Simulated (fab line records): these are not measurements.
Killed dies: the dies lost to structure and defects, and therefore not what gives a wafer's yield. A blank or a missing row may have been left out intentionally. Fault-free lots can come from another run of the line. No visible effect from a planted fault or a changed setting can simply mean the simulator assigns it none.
The same fault as seen by 2 desks    flow gf180mcu    what lay behind the numbers comes last; until then each desk has only its own

FROM THE METROLOGY DESK
What the gauges read for every lot (on any tool): the sampled wafers with a number, averaged. If a lot's mean is further than 4 standard deviations from the usual mean, the lot is out of limits and carries the mark OUT (the distance appears in the brackets).
Columns: A = STI_CVD_23_THK at GF_STI_THK_MEAS_24, usual 649 nm; B = HV_LDD_2_TW at GF_HV_LDD_TW_MEAS_23, usual 1047; C = CONTACT_W_RS at GF_CONTACT_RS_MEAS_25, usual 0.386 ohm/sq
lot   first seen here  A    B             C
L587  day 2 04:30      654  1037          0.383
L588  day 2 09:10      644  1039          0.383
L589  day 2 14:16      648  1043          0.382
L592  day 3 05:35      647  1066          0.382
L594  day 3 17:40      647  1057          0.383
L596  day 4 03:46      647  1037          0.386
L597  day 4 09:41      644  1034          0.391
L598  day 4 14:14      658  1041          0.391
L599  day 4 18:16      651  1040          0.394
L600  day 4 22:40      645  1039          0.383
L608  day 6 16:19      652  1040          0.389
L609  day 6 20:41      645  30 (-85) OUT  -
This desk's result: L609 out of limits, first on L609 (HV_LDD_2_TW at GF_HV_LDD_TW_MEAS_23), day 17 15:25. Within limits: L587, L588, L589, L592, L594, L596, L597, L598, L599, L600, L608.

THE TOOL OWNER'S DESK: plasma asher-04
The tool's own readings at GF_HV_LDD_STRIP_10 (strips in O2/N2): means of the sampled wafers that have a number, for each lot that ran on this tool. If a lot's mean is further than 4 standard deviations from the usual mean, the lot is out of limits and carries the mark OUT (the distance appears in the brackets).
Columns: A = drypump motor current A at GF_HV_LDD_STRIP_10, usual 5.9 A; B = heater power w at GF_HV_LDD_STRIP_10, usual 330 W; C = oes product au at GF_HV_LDD_STRIP_10, usual 0.716 a.u.; D = strip time to endpoint s at GF_HV_LDD_STRIP_10, usual 12.618 s
lot   first seen here  A    B    C                D
L588  day 10 06:38     6.1  391  0.717            12.623
L592  day 11 11:45     5.9  357  0.716            12.625
L596  day 12 21:26     5.6  330  0.716            12.590
L597  day 13 05:20     5.3  308  0.716            12.586
L599  day 13 18:29     5.8  359  0.716            12.604
L609  day 16 16:29     5.8  360  0.953 (+48) OUT  -
This desk's verdict: out of limits on L609, starting with L609 at day 16 16:29 (oes product au at GF_HV_LDD_STRIP_10). Within limits: L588, L592, L596, L597, L599.

BROUGHT TOGETHER
An alarm could have come from the tool owner's desk at day 16 16:29, on L609.
At day 17 15:25 the metrology desk could have sounded an alarm, on L609.
Of the lots named, all ran GF_HV_LDD_STRIP_10 on plasma asher-04.

WHAT THE SIMULATOR PUT IN
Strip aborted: plasma asher-04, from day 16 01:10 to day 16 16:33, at GF_HV_LDD_STRIP_10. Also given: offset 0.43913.
Struck lots among those shown: L609.
Delay (hours) between the fault's onset and each desk's first out-of-limits reading: 15 at the tool owner's desk, 38 at the metrology desk.
